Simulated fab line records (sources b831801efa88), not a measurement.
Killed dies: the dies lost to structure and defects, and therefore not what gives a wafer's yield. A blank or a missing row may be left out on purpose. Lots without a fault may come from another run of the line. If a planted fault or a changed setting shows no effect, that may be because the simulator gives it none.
Which tool is to blame? :: flow gf180mcu :: Sampling: 13 lots, 36 wafers, 5 of 602 route steps

## WHAT EACH GAUGE READ, for each wafer
GF_M2_CD_MEAS_14 targets a cd of 280 nm.
lot: L367
measured: day 19 05:27
on: cd sem-01
cd nm (nm): 280.5 280.5 280.6

lot: L368
measured: day 19 20:02
on: cd sem-02
cd nm (nm): 280.3 279.1 279.7

lot: L370
measured: day 20 14:09
on: cd sem-01
cd nm (nm): 278.6 279.7 279.0

lot: L372
measured: day 21 04:58
on: cd sem-02
cd nm (nm): 279.3 279.2 279.0

lot: L373
measured: day 21 19:04
on: cd sem-01
cd nm (nm): 278.5 278.8 277.0

lot: L376
measured: day 22 15:53
on: cd sem-01
cd nm (nm): 281.0 281.9 281.1

lot: L377
measured: day 23 04:00
on: cd sem-02
cd nm (nm): 280.5 279.2 280.3

lot: L378
measured: day 23 08:36
on: cd sem-01
cd nm (nm): 279.8 279.9 279.0

lot: L380
measured: day 24 04:47
on: cd sem-01
cd nm (nm): 279.7 279.9 278.7

lot: L383
measured: day 25 02:58
on: cd sem-02
cd nm (nm): 243.6 277.6

lot: L384
measured: day 25 06:10
on: cd sem-01
cd nm (nm): 243.5 278.9

lot: L385
measured: day 25 17:53
on: cd sem-01
cd nm (nm): 244.7 278.9

lot: L390
measured: day 27 08:43
on: cd sem-01
cd nm (nm): 279.7 280.3 280.3

## WHAT TOOL EACH LOT RAN ON (gives the tool, then ch and the chambers of the sampled wafers, and finally the start)
lot: L367
GF_M1_SPUTTER_01: pvd sputter-02, day 16 05:06
GF_M2_SPUTTER_01: pvd sputter-04, day 18 06:01
GF_M2_SPUTTER_03: pvd sputter-04, day 18 06:04
GF_M2_EXPOSE_11: krf scanner-02 ch 0, day 18 18:24

lot: L368
GF_M1_SPUTTER_01: pvd sputter-01, day 16 18:27
GF_M2_SPUTTER_01: pvd sputter-03, day 18 19:56
GF_M2_SPUTTER_03: pvd sputter-03, day 18 19:59
GF_M2_EXPOSE_11: krf scanner-02 ch 0, day 19 07:56

lot: L370
GF_M1_SPUTTER_01: pvd sputter-01, day 17 11:31
GF_M2_SPUTTER_01: pvd sputter-02, day 19 13:47
GF_M2_SPUTTER_03: pvd sputter-02, day 19 13:51
GF_M2_EXPOSE_11: krf scanner-01 ch 0, day 20 02:10

lot: L372
GF_M1_SPUTTER_01: pvd sputter-01, day 18 00:16
GF_M2_SPUTTER_01: pvd sputter-04, day 20 04:35
GF_M2_SPUTTER_03: pvd sputter-04, day 20 04:38
GF_M2_EXPOSE_11: krf scanner-01 ch 0, day 20 17:16

lot: L373
GF_M1_SPUTTER_01: pvd sputter-04, day 18 15:16
GF_M2_SPUTTER_01: pvd sputter-02, day 20 19:20
GF_M2_SPUTTER_03: pvd sputter-02, day 20 19:23
GF_M2_EXPOSE_11: krf scanner-01 ch 0, day 21 06:55

lot: L376
GF_M1_SPUTTER_01: pvd sputter-04, day 19 13:28
GF_M2_SPUTTER_01: pvd sputter-03, day 21 15:56
GF_M2_SPUTTER_03: pvd sputter-03, day 21 15:59
GF_M2_EXPOSE_11: krf scanner-01 ch 0, day 22 04:17

lot: L377
GF_M1_SPUTTER_01: pvd sputter-04, day 20 01:17
GF_M2_SPUTTER_01: pvd sputter-03, day 22 04:32
GF_M2_SPUTTER_03: pvd sputter-03, day 22 04:35
GF_M2_EXPOSE_11: krf scanner-02 ch 0, day 22 16:31

lot: L378
GF_M1_SPUTTER_01: pvd sputter-04, day 20 07:17
GF_M2_SPUTTER_01: pvd sputter-02, day 22 09:52
GF_M2_SPUTTER_03: pvd sputter-02, day 22 09:56
GF_M2_EXPOSE_11: krf scanner-02 ch 0, day 22 21:42

lot: L380
GF_M1_SPUTTER_01: pvd sputter-01, day 21 04:22
GF_M2_SPUTTER_01: pvd sputter-02, day 23 06:11
GF_M2_SPUTTER_03: pvd sputter-02, day 23 06:14
GF_M2_EXPOSE_11: krf scanner-02 ch 0, day 23 18:04

lot: L383
GF_M1_SPUTTER_01: pvd sputter-02, day 22 03:58
GF_M2_SPUTTER_01: pvd sputter-03, day 24 05:02
GF_M2_SPUTTER_03: pvd sputter-03, day 24 05:05
GF_M2_EXPOSE_11: krf scanner-01 ch 0, day 24 16:46

lot: L384
GF_M1_SPUTTER_01: pvd sputter-04, day 22 07:56
GF_M2_SPUTTER_01: pvd sputter-02, day 24 08:20
GF_M2_SPUTTER_03: pvd sputter-02, day 24 08:24
GF_M2_EXPOSE_11: krf scanner-01 ch 0, day 24 19:49

lot: L385
GF_M1_SPUTTER_01: pvd sputter-04, day 22 21:10
GF_M2_SPUTTER_01: pvd sputter-04, day 24 20:35
GF_M2_SPUTTER_03: pvd sputter-04, day 24 20:39
GF_M2_EXPOSE_11: krf scanner-01 ch 0, day 25 07:17

lot: L390
GF_M1_SPUTTER_01: pvd sputter-02, day 24 13:18
GF_M2_SPUTTER_01: pvd sputter-03, day 26 12:08
GF_M2_SPUTTER_03: pvd sputter-03, day 26 12:12
GF_M2_EXPOSE_11: krf scanner-02 ch 0, day 26 23:07
- GF_M1_SPUTTER_01: material TiN, target thk 30 nm, time 25 s.
- GF_M2_SPUTTER_01: material TiN, target thk 30 nm, time 25 s.
- GF_M2_SPUTTER_03: material Ti, target thk 10 nm, time 6.7 s.
- GF_M2_EXPOSE_11: exposes mask Metal2, target cd 280 nm.

## WHAT THE TOOLS THEMSELVES READ (means of the sampled wafers that have a number; where no wafer has one, the mark that the record gives instead)
GF_M1_SPUTTER_01.
lot: L367
tool: pvd sputter-02
chamber pressure pa (Pa): 0.3989
throttle valve pct (%): 29.6

lot: L368
tool: pvd sputter-01
chamber pressure pa (Pa): 0.3998
throttle valve pct (%): 30.1

lot: L370
tool: pvd sputter-01
chamber pressure pa (Pa): 0.3999
throttle valve pct (%): 29.9

lot: L372
tool: pvd sputter-01
chamber pressure pa (Pa): 0.4006
throttle valve pct (%): 30.4

lot: L373
tool: pvd sputter-04
chamber pressure pa (Pa): 0.3995
throttle valve pct (%): 29.6

lot: L376
tool: pvd sputter-04
chamber pressure pa (Pa): 0.4003
throttle valve pct (%): 30.1

lot: L377
tool: pvd sputter-04
chamber pressure pa (Pa): 0.4000
throttle valve pct (%): 30.2

lot: L378
tool: pvd sputter-04
chamber pressure pa (Pa): 0.4002
throttle valve pct (%): 30.1

lot: L380
tool: pvd sputter-01
chamber pressure pa (Pa): 0.4008
throttle valve pct (%): 30.5

lot: L383
tool: pvd sputter-02
chamber pressure pa (Pa): 0.4005
throttle valve pct (%): 29.4

lot: L384
tool: pvd sputter-04
chamber pressure pa (Pa): 0.4001
throttle valve pct (%): 31.0

lot: L385
tool: pvd sputter-04
chamber pressure pa (Pa): 0.4000
throttle valve pct (%): 30.2

lot: L390
tool: pvd sputter-02
chamber pressure pa (Pa): 0.3995
throttle valve pct (%): 29.1

GF_M2_SPUTTER_01.
lot: L367
tool: pvd sputter-04
chamber pressure pa (Pa): 0.4000
throttle valve pct (%): 29.8

lot: L368
tool: pvd sputter-03
chamber pressure pa (Pa): 0.4002
throttle valve pct (%): 29.2

lot: L370
tool: pvd sputter-02
chamber pressure pa (Pa): 0.4003
throttle valve pct (%): 29.6

lot: L372
tool: pvd sputter-04
chamber pressure pa (Pa): 0.4007
throttle valve pct (%): 29.0

lot: L373
tool: pvd sputter-02
chamber pressure pa (Pa): 0.3996
throttle valve pct (%): 29.4

lot: L376
tool: pvd sputter-03
chamber pressure pa (Pa): 0.3999
throttle valve pct (%): 30.3

lot: L377
tool: pvd sputter-03
chamber pressure pa (Pa): 0.4007
throttle valve pct (%): 29.6

lot: L378
tool: pvd sputter-02
chamber pressure pa (Pa): 0.4002
throttle valve pct (%): 29.5

lot: L380
tool: pvd sputter-02
chamber pressure pa (Pa): 0.3996
throttle valve pct (%): 29.7

lot: L383
tool: pvd sputter-03
chamber pressure pa (Pa): 0.3990
throttle valve pct (%): 30.8

lot: L384
tool: pvd sputter-02
chamber pressure pa (Pa): 0.4002
throttle valve pct (%): 29.2

lot: L385
tool: pvd sputter-04
chamber pressure pa (Pa): 0.4002
throttle valve pct (%): 30.2

lot: L390
tool: pvd sputter-03
chamber pressure pa (Pa): 0.3996
throttle valve pct (%): 29.7

GF_M2_SPUTTER_03.
lot: L367
tool: pvd sputter-04
chamber pressure pa (Pa): 0.2999
throttle valve pct (%): 29.8

lot: L368
tool: pvd sputter-03
chamber pressure pa (Pa): 0.3000
throttle valve pct (%): 29.1

lot: L370
tool: pvd sputter-02
chamber pressure pa (Pa): 0.2997
throttle valve pct (%): 29.7

lot: L372
tool: pvd sputter-04
chamber pressure pa (Pa): 0.2991
throttle valve pct (%): 29.0

lot: L373
tool: pvd sputter-02
chamber pressure pa (Pa): 0.3005
throttle valve pct (%): 29.3

lot: L376
tool: pvd sputter-03
chamber pressure pa (Pa): 0.3001
throttle valve pct (%): 30.2

lot: L377
tool: pvd sputter-03
chamber pressure pa (Pa): 0.3001
throttle valve pct (%): 29.7

lot: L378
tool: pvd sputter-02
chamber pressure pa (Pa): 0.3000
throttle valve pct (%): 29.5

lot: L380
tool: pvd sputter-02
chamber pressure pa (Pa): 0.3003
throttle valve pct (%): 29.8

lot: L383
tool: pvd sputter-03
chamber pressure pa (Pa): 0.3006
throttle valve pct (%): 30.7

lot: L384
tool: pvd sputter-02
chamber pressure pa (Pa): 0.2997
throttle valve pct (%): 29.1

lot: L385
tool: pvd sputter-04
chamber pressure pa (Pa): 0.2996
throttle valve pct (%): 30.5

lot: L390
tool: pvd sputter-03
chamber pressure pa (Pa): 0.2994
throttle valve pct (%): 29.7

GF_M2_EXPOSE_11.
lot: L367
tool: krf scanner-02
focus offset nm (nm): 0.2

lot: L368
tool: krf scanner-02
focus offset nm (nm): 0.2

lot: L370
tool: krf scanner-01
focus offset nm (nm): 0.0

lot: L372
tool: krf scanner-01
focus offset nm (nm): -0.2

lot: L373
tool: krf scanner-01
focus offset nm (nm): 0.1

lot: L376
tool: krf scanner-01
focus offset nm (nm): -0.3

lot: L377
tool: krf scanner-02
focus offset nm (nm): 0.4

lot: L378
tool: krf scanner-02
focus offset nm (nm): 0.0

lot: L380
tool: krf scanner-02
focus offset nm (nm): 0.3

lot: L383
tool: krf scanner-01
focus offset nm (nm): -0.3

lot: L384
tool: krf scanner-01
focus offset nm (nm): 0.5

lot: L385
tool: krf scanner-01
focus offset nm (nm): -0.0

lot: L390
tool: krf scanner-02
focus offset nm (nm): -0.1

## THE ANSWER, worked out from the rows above alone
Rule: the lots themselves supply what counts as usual. Put in order of their means at a reading, lots are off if they are a third of the lots or fewer, leave a main group of 4 or more, and stand apart from it by a gap of 3 or more times the standard deviation of the main group's means; of several such gaps the widest counts. If all means in a main group match to the digits the tables above print for the reading, that group is not used. A lot without any number at a reading at which 4 lots or more have one is off too. Where the step has rows for the other lots, those lots are counted as sound. Order of review: gauges by route order, followed by the tools' own readings, for which a lot's mean as printed above is used. At the first step where some lot is off, the reading lying furthest off is the one used; lots without a number count as furthest.
Off: L383, L384, L385, at GF_M2_CD_MEAS_14 (cd nm). The main group: mean 279.7 nm, standard deviation 0.83.
If a tool, at a process step before that reading, ran all the lots that are off and no sound lot after the first of them, it fits. Those tools and the gauges at GF_M2_CD_MEAS_14 are tried in the same way. One candidate fits, namely krf scanner-01 at GF_M2_EXPOSE_11. Its last sound lot is L376 (day 22 04:17), its first lot that is off L383 (day 24 16:46): a fault that began between those two fits.

## WHAT THE SIMULATOR HAD PUT IN
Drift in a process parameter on krf scanner-01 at GF_M2_EXPOSE_11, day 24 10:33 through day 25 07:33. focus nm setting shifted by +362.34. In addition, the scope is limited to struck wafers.
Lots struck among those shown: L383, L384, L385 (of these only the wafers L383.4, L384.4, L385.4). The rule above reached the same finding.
